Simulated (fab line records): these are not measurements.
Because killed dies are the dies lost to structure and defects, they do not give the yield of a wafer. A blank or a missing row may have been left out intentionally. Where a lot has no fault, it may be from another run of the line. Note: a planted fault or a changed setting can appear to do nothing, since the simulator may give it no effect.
Struck lot and sound lot, side by side | flow sky130 | 16 steps out of a route of 708
Sound: these wafers, L377.2, L377.3, L377.4. Struck: wafer L391.5 (left out: L391.1, L391.4 of the same lot, which were not struck); the cause appears at the end.
Each step with rows lists, per side, the tool, then ch with its chambers, then its first start. Under that, the readings that differ: sound wafers | struck wafers | difference of the means | sigmas: that difference in standard deviations of wafers without a fault.
alike: readings whose means differ by less than 2 such deviations, and words and numbers that are the same on both sides. not compared: withheld readings, readings that some wafer has no value for, bounds like >300 that may hide the same value, and numbers for which the record gives no deviation and whose values overlap.
A row with sigmas, a row that says differs or no value, or rows on one side alone: a step with any of these is where the two part. Numbers that have no deviation but don't overlap get no sigmas and don't part them. Lack of a reading on every wafer of one side parts them only where that side has two or more wafers.

first, 3 steps without rows for these wafers: SKY_METAL1_EXPOSE_12 (exposes mask MM1, target cd 140 nm); SKY_METAL1_PEB_13; SKY_METAL1_DEVELOP_14 (develop time 60 s).
SKY_METAL1_CD_MEAS_15 targets a cd of 140 nm.
  sound on cd-sem-01 at day 33 23:13; struck on cd-sem-02 at day 39 12:10
  alike: cd-nm
SKY_METAL1_OVL_MEAS_16:
  sound on overlay-01 at day 33 23:19; struck on overlay-01 at day 39 12:17
  alike: METAL1_OVL
SKY_METAL1_DESCUM_17: chemistry O2, time 8 s.
  sound on rie-metal-02 ch 0,1, day 33 23:20; struck on rie-metal-02 ch 1, day 39 12:19
  reading               | sound             | struck | difference | sigmas
  oes-product-au (a.u.) | 0.990 0.992 0.977 | 1.007  | +0.021     | +2
  alike: drypump-motor-current-A, he-backside-leak-sccm, rf-fwd-power-W, temp-c
  not compared: rf-hours-counter-h
SKY_METAL1_ETCH_18: etches BARC in N2/H2, stops on SiO2, time 45.9 s, target depth 60 nm.
  sound on rie-metal-02 ch 0,1, day 33 23:23; struck on rie-metal-02 ch 1, day 39 12:21
  alike: drypump-motor-current-A, he-backside-leak-sccm, oes-product-au, rf-fwd-power-W, throttle-valve-pct
  not compared: rf-hours-counter-h
SKY_METAL1_METAL_ETCH_19: etches the open film in Cl2/BCl3, stops on SiO2, target depth 360 nm, time 78 s.
  sound on rie-metal-02 ch 0,1, day 33 23:26; struck on rie-metal-02 ch 1, day 39 12:25
  alike: drypump-motor-current-A, he-backside-leak-sccm, mfc-cl2-sccm, oes-product-au, rf-fwd-power-W, throttle-valve-pct
  not compared: rf-hours-counter-h
SKY_METAL1_STRIP_20: strips in O2/N2.
  sound on plasma-asher-04 ch 0,1, day 33 23:32; struck on plasma-asher-03 ch 0, day 39 12:30
  alike: drypump-motor-current-A, oes-product-au, strip-time-to-endpoint-s
  not compared: rf-hours-counter-h
then, 3 steps without rows for these wafers: SKY_METAL1_STRIP_21 (strips in post etch residue remover, time 1200 s); SKY_METAL1_CLEAN_22 (cleans in IPA, time 180 s); SKY_METAL1_CLEAN_23 (cleans in O3/DIW).
SKY_VIA1_HDPCVD_00: deposits SiO2, target thk 1030 nm, time 171.7 s.
  sound on hdpcvd-02 ch 0,2, day 34 00:07; struck on hdpcvd-02 ch 0, day 39 13:08
  reading                                  | sound             | struck | difference | sigmas
  sih4-flow-sccm (sccm)                    | 59.78 60.03 60.12 | 30.17  | -29.81     | -99 or more
  model.SiO2_of_VIA1_HDPCVD_00.thk-nm (nm) | 1048 1042 1035    | 523    | -519       |
SKY_VIA1_THK_MEAS_01:
  sound on film-metro-02 at day 34 00:14; struck on film-metro-03 at day 39 13:22
  reading              | sound          | struck | difference | sigmas
  VIA1_HDPCVD_THK (nm) | 1048 1042 1036 | 523    | -519       | -55
SKY_VIA1_CMP_02: polishes SiO2.
  sound on cmp-02 ch 0,2,3, day 34 00:17; struck on cmp-02 ch 2, day 39 13:32
  alike: head-pressure-psi, motor-current-A
-- the record jumps here: 11 days lie between the struck wafers' starts before and after (it left off in module VIA1 and takes up again in module PAD_OPEN, whose first step shown is number 708 of the route) --
SKY_PAD_OPEN_PROBE_99:
  sound on prober-01 at day 46 19:21; struck on prober-02 at day 50 17:56
  reading                               | sound                | struck   | difference | sigmas
  model.etest.tester.sort-n-pass        | 393 420 414          | 260      | -149       |
  model.etest.tester.sort-yield-pct (%) | 79.88 85.37 84.15    | 52.85    | -30.28     |
  model.etest.tester.sort_bin_3_pct (%) | 2.033 0.4065 1.423   | 33.12    | +31.83     |
  model.etest.met2-comb.leak-log10-a-um | -11.82 -11.92 -11.98 | -7.35    | +4.56      |
  model.etest.tester.sort_bin_8_pct (%) | 0 0 0                | 0.007259 | +0.007259  |
  alike: defect-limited-yield, killed_at_M0_to_M3, killed_at_M4_up, killed-at-contacts, killed-at-front-end, killed-at-other, killed-dies, killed-open, killed-short

WHERE THEY PART
First at SKY_METAL1_DESCUM_17; last, within this record, at SKY_VIA1_THK_MEAS_01. Later steps at which nothing parts them and some readings are alike: SKY_VIA1_CMP_02, SKY_PAD_OPEN_PROBE_99.

WHY: whatever the simulator had introduced
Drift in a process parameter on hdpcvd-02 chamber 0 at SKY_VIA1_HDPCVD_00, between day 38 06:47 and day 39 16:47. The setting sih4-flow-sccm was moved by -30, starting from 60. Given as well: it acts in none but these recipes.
